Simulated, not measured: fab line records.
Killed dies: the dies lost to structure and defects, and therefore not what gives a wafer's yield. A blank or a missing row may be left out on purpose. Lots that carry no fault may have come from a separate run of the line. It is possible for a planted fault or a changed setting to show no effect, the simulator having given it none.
Which tool is to blame? / flow gf180mcu / 33 wafers from 11 lots sampled at 5 of the route's 602 steps

== WHAT THE GAUGES SHOWED, per wafer ==
GF_POLY_GATE_CD_MEAS_10: the cd target is 280 nm. Usual: cd-nm reads 280.2 nm (standard deviation 1.1).
lot=L466; measured=day 9 16:13; on=cd-sem-01; cd-nm (nm)=277.8 278.7 277.8; flag=
lot=L469; measured=day 10 07:06; on=cd-sem-01; cd-nm (nm)=280.2 281.1 280.4; flag=
lot=L470; measured=day 10 12:13; on=cd-sem-02; cd-nm (nm)=280.1 280.0 281.3; flag=
lot=L472; measured=day 11 05:56; on=cd-sem-02; cd-nm (nm)=280.0 280.4 280.2; flag=
lot=L473; measured=day 11 11:48; on=cd-sem-02; cd-nm (nm)=278.5 278.6 279.9; flag=
lot=L474; measured=day 11 19:35; on=cd-sem-01; cd-nm (nm)=279.0 279.3 279.3; flag=
lot=L483; measured=day 14 08:57; on=cd-sem-02; cd-nm (nm)=279.5 280.7 279.2; flag=
lot=L484; measured=day 14 19:00; on=cd-sem-01; cd-nm (nm)=280.3 280.5 279.7; flag=
lot=L485; measured=day 15 00:41; on=cd-sem-02; cd-nm (nm)=280.4 280.0 279.6; flag=
lot=L486; measured=day 15 09:16; on=cd-sem-02; cd-nm (nm)=278.3 278.9 278.5; flag=
lot=L488; measured=day 15 21:50; on=cd-sem-02; cd-nm (nm)=279.8 280.2 281.2; flag=

GF_HV_LDD_CD_MEAS_19: the cd target is 400 nm. Usual: cd-nm reads 399.0 nm (standard deviation 2.3).
lot=L466; measured=day 11 06:13; on=cd-sem-02; cd-nm (nm)=397.3 397.9 396.2; flag=
lot=L469; measured=day 11 21:19; on=cd-sem-02; cd-nm (nm)=399.9 402.0 400.0; flag=
lot=L470; measured=day 12 03:47; on=cd-sem-02; cd-nm (nm)=399.0 399.0 399.4; flag=
lot=L472; measured=day 12 22:08; on=cd-sem-01; cd-nm (nm)=401.4 401.2 400.8; flag=
lot=L473; measured=day 13 05:48; on=cd-sem-02; cd-nm (nm)=399.9 401.7 402.4; flag=
lot=L474; measured=day 13 12:24; on=cd-sem-02; cd-nm (nm)=- - -; flag=OFF
lot=L483; measured=day 16 05:52; on=cd-sem-02; cd-nm (nm)=401.5 399.1 397.8; flag=
lot=L484; measured=day 16 20:26; on=cd-sem-01; cd-nm (nm)=402.6 403.1 405.5; flag=
lot=L485; measured=day 17 00:19; on=cd-sem-01; cd-nm (nm)=396.0 396.6 395.7; flag=
lot=L486; measured=day 17 09:00; on=cd-sem-02; cd-nm (nm)=404.1 403.9 401.1; flag=
lot=L488; measured=day 17 22:24; on=cd-sem-01; cd-nm (nm)=397.7 397.1 395.7; flag=

GF_HV_LDD_TW_MEAS_23. Usual: HV_LDD_2_TW 1066, standard deviation 7.4.
lot=L466; measured=day 11 06:37; on=film-metro-02; HV_LDD_2_TW=1070 1069 1068; flag=
lot=L469; measured=day 11 21:41; on=film-metro-02; HV_LDD_2_TW=1067 1071 1072; flag=
lot=L470; measured=day 12 04:10; on=film-metro-02; HV_LDD_2_TW=1070 1066 1064; flag=
lot=L472; measured=day 12 22:33; on=film-metro-02; HV_LDD_2_TW=1069 1068 1076; flag=
lot=L473; measured=day 13 06:11; on=film-metro-02; HV_LDD_2_TW=1070 1070 1067; flag=
lot=L474; measured=day 13 12:49; on=film-metro-01; HV_LDD_2_TW=30 30 30; flag=OFF
lot=L483; measured=day 16 06:16; on=film-metro-03; HV_LDD_2_TW=1064 1060 1053; flag=
lot=L484; measured=day 16 20:50; on=film-metro-02; HV_LDD_2_TW=1077 1069 1072; flag=
lot=L485; measured=day 17 00:43; on=film-metro-01; HV_LDD_2_TW=1060 1060 1058; flag=
lot=L486; measured=day 17 09:24; on=film-metro-02; HV_LDD_2_TW=1072 1071 1072; flag=
lot=L488; measured=day 17 22:48; on=film-metro-03; HV_LDD_2_TW=1065 1064 1060; flag=

== WHICH TOOL RAN EACH LOT (tool, then ch and the chambers of the sampled wafers, then the start) ==
lot=L466; GF_HV_LDD_EXPOSE_16=iline-stepper-01 ch 0, day 10 21:11; GF_HV_LDD_STRIP_22=plasma-asher-01 ch 0,1, day 11 06:30
lot=L469; GF_HV_LDD_EXPOSE_16=iline-stepper-01 ch 0, day 11 12:23; GF_HV_LDD_STRIP_22=plasma-asher-02 ch 0,1, day 11 21:35
lot=L470; GF_HV_LDD_EXPOSE_16=iline-stepper-01 ch 0, day 11 18:20; GF_HV_LDD_STRIP_22=plasma-asher-04 ch 0,1, day 12 04:05
lot=L472; GF_HV_LDD_EXPOSE_16=iline-stepper-02 ch 0, day 12 12:35; GF_HV_LDD_STRIP_22=plasma-asher-02 ch 0,1, day 12 22:27
lot=L473; GF_HV_LDD_EXPOSE_16=iline-stepper-01 ch 0, day 12 19:35; GF_HV_LDD_STRIP_22=plasma-asher-01 ch 0,1, day 13 06:05
lot=L474; GF_HV_LDD_EXPOSE_16=iline-stepper-01 ch 0, day 13 02:30; GF_HV_LDD_STRIP_22=plasma-asher-02 ch 0,1, day 13 12:43
lot=L483; GF_HV_LDD_EXPOSE_16=iline-stepper-02 ch 0, day 15 19:17; GF_HV_LDD_STRIP_22=plasma-asher-02 ch 0,1, day 16 06:10
lot=L484; GF_HV_LDD_EXPOSE_16=iline-stepper-01 ch 0, day 16 09:01; GF_HV_LDD_STRIP_22=plasma-asher-04 ch 0,1, day 16 20:44
lot=L485; GF_HV_LDD_EXPOSE_16=iline-stepper-01 ch 0, day 16 12:35; GF_HV_LDD_STRIP_22=plasma-asher-01 ch 1, day 17 00:37
lot=L486; GF_HV_LDD_EXPOSE_16=iline-stepper-01 ch 0, day 16 21:37; GF_HV_LDD_STRIP_22=plasma-asher-04 ch 0,1, day 17 09:17
lot=L488; GF_HV_LDD_EXPOSE_16=iline-stepper-02 ch 0, day 17 10:41; GF_HV_LDD_STRIP_22=plasma-asher-01 ch 0,1, day 17 22:42
- GF_HV_LDD_EXPOSE_16: exposes mask Pplus LV AREA, target cd 400 nm.
- GF_HV_LDD_STRIP_22: strips in O2/N2.

== AS READ BY THE TOOLS THEMSELVES (means over the sampled wafers that have a number; for cases with no such wafer, the mark the record gives instead) ==
GF_HV_LDD_EXPOSE_16. Usual: exposure-dose-mJ-cm2 reads 140.02 (standard deviation 0.14).
lot=L466 tool=iline-stepper-01 exposure-dose-mJ-cm2=139.97 flag=
lot=L469 tool=iline-stepper-01 exposure-dose-mJ-cm2=139.84 flag=
lot=L470 tool=iline-stepper-01 exposure-dose-mJ-cm2=140.06 flag=
lot=L472 tool=iline-stepper-02 exposure-dose-mJ-cm2=140.05 flag=
lot=L473 tool=iline-stepper-01 exposure-dose-mJ-cm2=139.96 flag=
lot=L474 tool=iline-stepper-01 exposure-dose-mJ-cm2=139.95 flag=
lot=L483 tool=iline-stepper-02 exposure-dose-mJ-cm2=140.01 flag=
lot=L484 tool=iline-stepper-01 exposure-dose-mJ-cm2=139.94 flag=
lot=L485 tool=iline-stepper-01 exposure-dose-mJ-cm2=139.82 flag=
lot=L486 tool=iline-stepper-01 exposure-dose-mJ-cm2=140.08 flag=
lot=L488 tool=iline-stepper-02 exposure-dose-mJ-cm2=140.05 flag=

GF_HV_LDD_STRIP_22. Usual: drypump-motor-current-A 5.5 A, standard deviation 0.57; heater-power-w 347 W, standard deviation 28; oes-product-au 0.715 a.u., standard deviation 0.0045; strip-time-to-endpoint-s 12.64 s, standard deviation 0.031.
lot=L466; tool=plasma-asher-01; drypump-motor-current-A (A)=5.2; heater-power-w (W)=324; oes-product-au (a.u.)=0.713; strip-time-to-endpoint-s (s)=12.62; flag=
lot=L469; tool=plasma-asher-02; drypump-motor-current-A (A)=6.0; heater-power-w (W)=345; oes-product-au (a.u.)=0.714; strip-time-to-endpoint-s (s)=12.61; flag=
lot=L470; tool=plasma-asher-04; drypump-motor-current-A (A)=5.0; heater-power-w (W)=353; oes-product-au (a.u.)=0.715; strip-time-to-endpoint-s (s)=12.61; flag=
lot=L472; tool=plasma-asher-02; drypump-motor-current-A (A)=6.0; heater-power-w (W)=347; oes-product-au (a.u.)=0.715; strip-time-to-endpoint-s (s)=12.66; flag=
lot=L473; tool=plasma-asher-01; drypump-motor-current-A (A)=5.3; heater-power-w (W)=347; oes-product-au (a.u.)=0.715; strip-time-to-endpoint-s (s)=12.60; flag=
lot=L474; tool=plasma-asher-02; drypump-motor-current-A (A)=6.0; heater-power-w (W)=343; oes-product-au (a.u.)=0.715; strip-time-to-endpoint-s (s)=12.64; flag=
lot=L483; tool=plasma-asher-02; drypump-motor-current-A (A)=6.3; heater-power-w (W)=352; oes-product-au (a.u.)=0.716; strip-time-to-endpoint-s (s)=12.63; flag=
lot=L484; tool=plasma-asher-04; drypump-motor-current-A (A)=5.0; heater-power-w (W)=347; oes-product-au (a.u.)=0.717; strip-time-to-endpoint-s (s)=12.69; flag=
lot=L485; tool=plasma-asher-01; drypump-motor-current-A (A)=5.4; heater-power-w (W)=373; oes-product-au (a.u.)=0.712; strip-time-to-endpoint-s (s)=12.64; flag=
lot=L486; tool=plasma-asher-04; drypump-motor-current-A (A)=5.0; heater-power-w (W)=353; oes-product-au (a.u.)=0.714; strip-time-to-endpoint-s (s)=12.62; flag=
lot=L488; tool=plasma-asher-01; drypump-motor-current-A (A)=5.2; heater-power-w (W)=319; oes-product-au (a.u.)=0.715; strip-time-to-endpoint-s (s)=12.67; flag=

== THE ANSWER, worked out from the rows above alone ==
Rule: take the mean of a lot's wafers that have a number; if it is more than 3 standard deviations from the usual mean, the lot is off. Also off: a lot with no number at a reading for which 4 or more lots have one. The other lots that the step has rows for count as sound. After the gauges, taken in route order, come the tools' own readings; for these a lot's mean is taken, as printed above. At the first step where some lot is off, the reading lying furthest off is the one used; lots without a number count as furthest.
Off, at GF_HV_LDD_CD_MEAS_19 on cd-nm: L474. Without a number there: L474.
A tool fits if, at a process step before that reading, it ran every lot that is off, and no sound lot after the first of them. The gauges at GF_HV_LDD_CD_MEAS_19 aren't tried: what is off there is off at GF_HV_LDD_TW_MEAS_23 too, on other tools, and a gauge's error can't cause that. Of those tried, none fits.

== WHAT HAD BEEN PUT IN BY THE SIMULATOR ==
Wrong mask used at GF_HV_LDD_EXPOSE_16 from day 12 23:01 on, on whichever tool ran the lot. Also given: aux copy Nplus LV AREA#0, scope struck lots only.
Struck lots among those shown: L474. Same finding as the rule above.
